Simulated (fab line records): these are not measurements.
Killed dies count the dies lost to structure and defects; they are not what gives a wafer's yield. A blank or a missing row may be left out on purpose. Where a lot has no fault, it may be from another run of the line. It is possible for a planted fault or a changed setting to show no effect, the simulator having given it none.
fab line records + flow gf180mcu
[record]
- lots = 5
- wafers = 15
- last-day = 33
route steps=602 shown V5@559
lots that met no fault: taken from a fault-free run of the same line
start-h: hours from the record's first day to the start of the lot's first wafer shown + wait-h: time in hours since the lot's previous step + " the same as in the row above + L1.1+2: a row that stands for several wafers + - either no value or no given start + * or withheld: withheld + < > ~ a bound
route shown NAME@n: a module of which the file shows steps, and the number in the route of the first + usual: mean and standard deviation over wafers with no fault + same: alike in all rows + chamber/n: place in a boat + sites: readings site by site + _std_site: how widely they spread, as a standard deviation + _edge_site: the outer-site mean with the inner-site mean subtracted + radius-mm: how far each site lies from the wafer's centre + mask NAME#n: copy n + behind: tool/chamber where the wafer was last shaped + hold: the reason the lot was held/the length of the hold in hours/how it ended + device: the n, p or np transistor that did not switch + end of line: the same wafers' tests at the end of the route + where a step has no rows: the recipe by itself + killed: at the first sort, the dies lost to defects and structure; wafer yield is something else + map: a wafer's dies, marking killed ones x, the rest . and places with no die _
set.NAME: the setting that was run; set.NAME@STEP: the one run at that earlier step + model.NAME: the simulator's own value behind a step, which no gauge read
lots at some steps of the route; a table a step, a row a wafer
services: the hour from which a tool's chamber was out of use, counted from the record's first day as start-h (under 0 if before that day), plus the number of hours and why
[[steps]]
[step GF_V5_STRIP_19]
[recipe]
- chemistry = post-etch-residue-remover
- time-s = 1200
- temp-c = 72.5
[same]
- time-s = 1200
| lot.wafer  | tool         | chamber | start-h | wait-h |
|------------|--------------|---------|---------|--------|
| L075.1+2+3 | wet-bench-03 | 3       | 633.65  | 0.1    |
| L078.2+3+4 | wet-bench-01 | 3       | 662.36  | 0.1    |
| L086.1+3+4 | wet-bench-01 | 2       | 710.09  | 0.1    |
| L091.1+4+5 | wet-bench-01 | 3       | 747.09  | 0.1    |
| L093.3+4+5 | wet-bench-01 | 3       | 761.94  | 0.0    |
[step GF_V5_CLEAN_20]
[recipe]
- chemistry = DIW
- dry = n2-spin
| lot.wafer  | tool         | chamber | start-h | wait-h |
|------------|--------------|---------|---------|--------|
| L075.1+2+3 | wet-bench-02 | 2       | 634.02  | 0.0    |
| L078.2+3+4 | wet-bench-02 | 3       | 662.74  | 0.0    |
| L086.1+3+4 | wet-bench-03 | 0       | 710.77  | 0.0    |
| L091.1+4+5 | wet-bench-02 | 2       | 747.43  | 0.0    |
| L093.3+4+5 | wet-bench-03 | 3       | 762.29  | 0.0    |
[step GF_V5_SPUTTER_21]
[recipe]
- material = Ti
- target-thk-nm = 15
- chamber-pressure-pa = 5
- power-w = 2500
- substrate-temp-c = 200
- time-s = 80.02
[usual]
- throttle-valve-pct = 30.5/0.8
[same]
- time-s = 80.02
| lot.wafer | tool           | chamber | start-h | wait-h | throttle-valve-pct |
|-----------|----------------|---------|---------|--------|--------------------|
| L075.1    | pvd-sputter-04 | -       | 634.11  | 0.0    | 30.7               |
| L075.2    | "              | -       | "       | "      | 30.4               |
| L075.3    | "              | -       | "       | "      | 28.8               |
| L078.2    | pvd-sputter-04 | -       | 662.83  | 0.0    | 30.7               |
| L078.3    | "              | -       | "       | "      | 28.8               |
| L078.4    | "              | -       | "       | "      | 30.4               |
| L086.1    | pvd-sputter-02 | -       | 710.86  | 0.0    | 30.4               |
| L086.3    | "              | -       | "       | "      | 30.1               |
| L086.4    | "              | -       | "       | "      | 29.5               |
| L091.1    | pvd-sputter-04 | -       | 747.52  | 0.0    | 30.8               |
| L091.4    | "              | -       | "       | "      | 29.1               |
| L091.5    | "              | -       | "       | "      | 30.8               |
| L093.3    | pvd-sputter-03 | -       | 762.38  | 0.0    | 30.0               |
| L093.4    | "              | -       | "       | "      | 31.4               |
| L093.5    | "              | -       | "       | "      | 31.2               |
[step GF_V5_SPUTTER_22]
[recipe]
- material = TiN
- target-thk-nm = 10
- chamber-pressure-pa = 5
- power-w = 4000
- time-s = 40
[usual]
- throttle-valve-pct = 30.5/0.82
[same]
- time-s = 40
| lot.wafer | tool           | chamber | start-h | wait-h | throttle-valve-pct |
|-----------|----------------|---------|---------|--------|--------------------|
| L075.1    | pvd-sputter-04 | -       | 634.17  | 0.0    | 31.0               |
| L075.2    | "              | -       | "       | "      | 30.1               |
| L075.3    | "              | -       | "       | "      | 28.8               |
| L078.2    | pvd-sputter-04 | -       | 662.89  | 0.0    | 30.7               |
| L078.3    | "              | -       | "       | "      | 28.6               |
| L078.4    | "              | -       | "       | "      | 30.4               |
| L086.1    | pvd-sputter-02 | -       | 710.93  | 0.0    | 30.9               |
| L086.3    | "              | -       | "       | "      | 30.3               |
| L086.4    | "              | -       | "       | "      | 29.3               |
| L091.1    | pvd-sputter-04 | -       | 747.58  | 0.0    | 30.8               |
| L091.4    | "              | -       | "       | "      | 28.9               |
| L091.5    | "              | -       | "       | "      | 30.4               |
| L093.3    | pvd-sputter-03 | -       | 762.44  | 0.0    | 30.1               |
| L093.4    | "              | -       | "       | "      | 31.2               |
| L093.5    | "              | -       | "       | "      | 31.3               |
[step GF_V5_CVD_23]
[recipe]
- material = W
- target-thk-nm = 350
- time-s = 104.9
- temp-c = 400
- pressure-torr = 38.99
[usual]
- heater-power-w = 913/75
[same]
- time-s = 104.9
| lot.wafer | tool     | chamber | start-h | wait-h | heater-power-w |
|-----------|----------|---------|---------|--------|----------------|
| L075.1    | cvd-w-01 | 1       | 634.21  | 0.0    | 1023           |
| L075.2    | "        | 0       | "       | "      | 934            |
| L075.3    | "        | 1       | "       | "      | 1020           |
| L078.2    | cvd-w-02 | 1       | 662.93  | 0.0    | 802            |
| L078.3    | "        | 0       | "       | "      | 892            |
| L078.4    | "        | 1       | "       | "      | 799            |
| L086.1    | cvd-w-01 | 1       | 710.96  | 0.0    | 1008           |
| L086.3    | "        | 1       | "       | "      | 999            |
| L086.4    | "        | 0       | "       | "      | 931            |
| L091.1    | cvd-w-02 | 0       | 747.62  | 0.0    | 905            |
| L091.4    | "        | 1       | "       | "      | 822            |
| L091.5    | "        | 1       | "       | "      | 813            |
| L093.3    | cvd-w-02 | 0       | 762.52  | 0.1    | 855            |
| L093.4    | "        | 1       | "       | "      | 815            |
| L093.5    | "        | 1       | "       | "      | 822            |
[step GF_V5_RS_MEAS_24]
[recipe]
- thk-meas-gauge = four-point-probe
- reads = W_of_V5_CVD_23+TiN_of_V5_SPUTTER_22+Ti_of_V5_SPUTTER_21
[usual]
- V5_W_RS = 0.334/0.0037
| lot.wafer | tool          | chamber | start-h | wait-h | V5_W_RS[ohm/sq] |
|-----------|---------------|---------|---------|--------|-----------------|
| L075.1    | film-metro-01 | -       | 634.32  | 0.1    | 0.332           |
| L075.2    | "             | -       | "       | "      | 0.331           |
| L075.3    | "             | -       | "       | "      | 0.332           |
| L078.2    | film-metro-02 | -       | 663.06  | 0.1    | 0.343           |
| L078.3    | "             | -       | "       | "      | 0.339           |
| L078.4    | "             | -       | "       | "      | 0.341           |
| L086.1    | film-metro-03 | -       | 711.08  | 0.1    | 0.335           |
| L086.3    | "             | -       | "       | "      | 0.335           |
| L086.4    | "             | -       | "       | "      | 0.333           |
| L091.1    | film-metro-01 | -       | 747.73  | 0.1    | 0.333           |
| L091.4    | "             | -       | "       | "      | 0.338           |
| L091.5    | "             | -       | "       | "      | 0.335           |
| L093.3    | film-metro-02 | -       | 762.63  | 0.1    | 0.331           |
| L093.4    | "             | -       | "       | "      | 0.331           |
| L093.5    | "             | -       | "       | "      | 0.332           |
[step GF_V5_THK_MEAS_25]
[recipe]
- thk-meas-gauge = xrf
- reads = W_of_V5_CVD_23
[usual]
- V5_W_THK = 347/4.3
| lot.wafer | tool          | chamber | start-h | wait-h | V5_W_THK[nm] |
|-----------|---------------|---------|---------|--------|--------------|
| L075.1    | film-metro-01 | -       | 634.44  | 0.1    | 348          |
| L075.2    | "             | -       | "       | "      | 351          |
| L075.3    | "             | -       | "       | "      | 349          |
| L078.2    | film-metro-02 | -       | 663.17  | 0.1    | 336          |
| L078.3    | "             | -       | "       | "      | 339          |
| L078.4    | "             | -       | "       | "      | 336          |
| L086.1    | film-metro-03 | -       | 711.20  | 0.1    | 348          |
| L086.3    | "             | -       | "       | "      | 347          |
| L086.4    | "             | -       | "       | "      | 349          |
| L091.1    | film-metro-01 | -       | 747.85  | 0.1    | 348          |
| L091.4    | "             | -       | "       | "      | 342          |
| L091.5    | "             | -       | "       | "      | 343          |
| L093.3    | film-metro-02 | -       | 762.73  | 0.1    | 349          |
| L093.4    | "             | -       | "       | "      | 350          |
| L093.5    | "             | -       | "       | "      | 348          |
[step GF_V5_CMP_26]
[recipe]
- stop-on = SiO2
- down-force-psi = 3.5
- platen-rpm = 60
- t-overpolish-s = 15
- target-thk-nm = 0
- pad-velocity-m-s = 0.94248
[usual]
- edge-zone-pressure-frac = 0.999/0.0049
- motor-current-A = 11.2/1.1
- overpolish-run-s = 15.000/0.009
- slurry-filter-dp-kPa = 13.53/0.14
- time-to-endpoint-s = 83/3
| lot.wafer | tool   | chamber | start-h | wait-h | edge-zone-pressure-frac | motor-current-A | overpolish-run-s | slurry-filter-dp-kPa | time-to-endpoint-s |
|-----------|--------|---------|---------|--------|-------------------------|-----------------|------------------|----------------------|--------------------|
| L075.3    | cmp-02 | 3       | 634.50  | 0.0    | 0.997                   | 9.6             | 15.004           | 13.65                | 81                 |
| L075.2    | "      | 1       | "       | "      | 1.006                   | 11.6            | 15.006           | 13.58                | 82                 |
| L075.1    | "      | 2       | "       | "      | 0.999                   | 11.0            | 15.004           | 13.52                | 80                 |
| L078.2    | cmp-01 | 2       | 663.22  | 0.0    | 0.999                   | 12.0            | 15.014           | 13.42                | 82                 |
| L078.3    | "      | 0       | "       | "      | 0.998                   | 11.8            | 14.996           | 13.40                | 85                 |
| L078.4    | "      | 1       | "       | "      | 0.992                   | 8.9             | 15.004           | 13.38                | 86                 |
| L086.4    | cmp-01 | 3       | 711.26  | 0.0    | 0.993                   | 12.4            | 15.007           | 13.79                | 87                 |
| L086.3    | "      | 1       | "       | "      | 0.999                   | 9.1             | 14.998           | 13.36                | 87                 |
| L086.1    | "      | 2       | "       | "      | 1.002                   | 12.6            | 15.002           | 13.42                | 86                 |
| L091.4    | cmp-01 | 0       | 748.08  | 0.2    | 0.999                   | 11.7            | 15.010           | 13.62                | 89                 |
| L091.1    | "      | 2       | "       | "      | 1.002                   | 12.2            | 14.986           | 13.56                | 88                 |
| L091.5    | "      | 1       | "       | "      | 1.006                   | 9.1             | 14.990           | 13.58                | 88                 |
| L093.4    | cmp-02 | 2       | 762.82  | 0.1    | 0.995                   | 10.6            | 15.002           | 13.52                | 84                 |
| L093.3    | "      | 3       | "       | "      | 1.005                   | 10.0            | 15.004           | 13.39                | 84                 |
| L093.5    | "      | 1       | "       | "      | 1.002                   | 12.1            | 15.014           | 13.12                | 83                 |
[[services]]
| tool           | chamber | start-h | hours | kind                           |
|----------------|---------|---------|-------|--------------------------------|
| pvd-sputter-04 | 2       | 611.80  | -     | consumable-replace:kit         |
| pvd-sputter-04 | 2       | 611.80  | 18.0  | scheduled-down                 |
| pvd-sputter-04 | 2       | 611.80  | 18.0  | vent-cycle                     |
| wet-bench-03   | -       | 616.59  | 3.4   | repair                         |
| cmp-02         | -       | 632.54  | 1.5   | repair                         |
| cvd-w-02       | -       | 670.19  | 1.0   | repair                         |
| cvd-w-02       | 0       | 697.69  | 4.7   | repair                         |
| pvd-sputter-02 | 1       | 717.34  | -     | consumable-replace:kit         |
| pvd-sputter-02 | 1       | 717.34  | 18.0  | scheduled-down                 |
| pvd-sputter-02 | 1       | 717.34  | 18.0  | vent-cycle                     |
| cmp-02         | -       | 724.74  | 1.2   | repair                         |
| cmp-02         | -       | 744.00  | 4.0   | pm                             |
| cmp-02         | -       | 748.00  | -     | consumable-replace:conditioner |
| cmp-02         | -       | 748.00  | -     | consumable-replace:pad         |
[[key]]
fault none
